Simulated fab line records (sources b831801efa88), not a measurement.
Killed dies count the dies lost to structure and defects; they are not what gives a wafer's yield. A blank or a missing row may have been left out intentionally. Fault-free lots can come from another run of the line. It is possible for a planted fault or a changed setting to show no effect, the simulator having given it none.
One fault through the eyes of 2 desks ; flow sky130 ; numbers are kept per desk, each desk with only its own; the story behind them comes last

AT THE METROLOGY DESK
Means of the sampled wafers that have a number, per lot and without regard to the tool the lot ran on: this is what the gauges read. A lot is out of limits, marked OUT, if its mean lies more than 4 standard deviations from the usual mean; the brackets give that distance.
Columns: A = cd-nm at SKY_VT_ADJUST_HVTR_CD_MEAS_07, usual 380.1 nm; B = cd-nm at SKY_CONTACT_CD_MEAS_14, usual 170.1 nm
lot;first seen here;A;B
L234;day 10 15:42;383.0;168.4
L235;day 10 21:08;375.5;167.8
L236;day 11 07:43;382.3;171.8
L237;day 11 13:54;378.5;172.4
L238;day 11 20:47;381.2;173.0
L239;day 12 06:52;379.9;171.4
L242;day 13 09:27;377.8;168.9
L247;day 15 01:13;383.6;151.8 (-12) OUT
L248;day 15 07:09;378.8;160.3 (-6.5) OUT
L251;day 15 23:30;377.3;171.6
L252;day 16 10:01;378.3;169.1
L253;day 16 15:55;379.0;169.4
This desk's verdict: out of limits on L247, L248, starting with L247 at day 38 10:29 (cd-nm at SKY_CONTACT_CD_MEAS_14). In limits: L234, L235, L236, L237, L238, L239, L242, L251, L252, L253.

TOOL OWNER'S DESK, krf-scanner-01
The tool's own readings at SKY_CONTACT_EXPOSE_11 (exposes mask CTM1, target cd 170 nm): means of the sampled wafers that have a number, for each lot that ran on this tool. A lot is out of limits, marked OUT, if its mean lies more than 4 standard deviations from the usual mean; the brackets give that distance.
Columns: A = exposure-dose-mJ-cm2 at SKY_CONTACT_EXPOSE_11, usual 37.97
lot;first seen here;A
L234;day 33 09:42;37.96
L235;day 33 19:02;38.01
L237;day 34 10:28;37.97
L238;day 34 18:07;37.98
L239;day 35 11:45;37.95
L242;day 36 11:08;38.05
L247;day 37 21:50;37.95
L248;day 38 07:26;37.94
This desk's finding: nothing out of limits on any of the 8 lots.

PUT TOGETHER
L247, L248 would have let the metrology desk raise an alarm at day 38 10:29.
The desk of the tool owner found nothing out of limits.
The tool owner's desk has L247, L248 on record, within its limits.
On krf-scanner-01, each named lot ran SKY_CONTACT_EXPOSE_11.

WHAT THE SIMULATOR PUT IN
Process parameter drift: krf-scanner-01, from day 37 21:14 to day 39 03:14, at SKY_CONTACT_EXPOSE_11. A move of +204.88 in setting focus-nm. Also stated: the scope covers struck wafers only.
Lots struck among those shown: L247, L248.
Time in hours between the start of the fault and the first out-of-limits reading at each desk: metrology desk, 13.
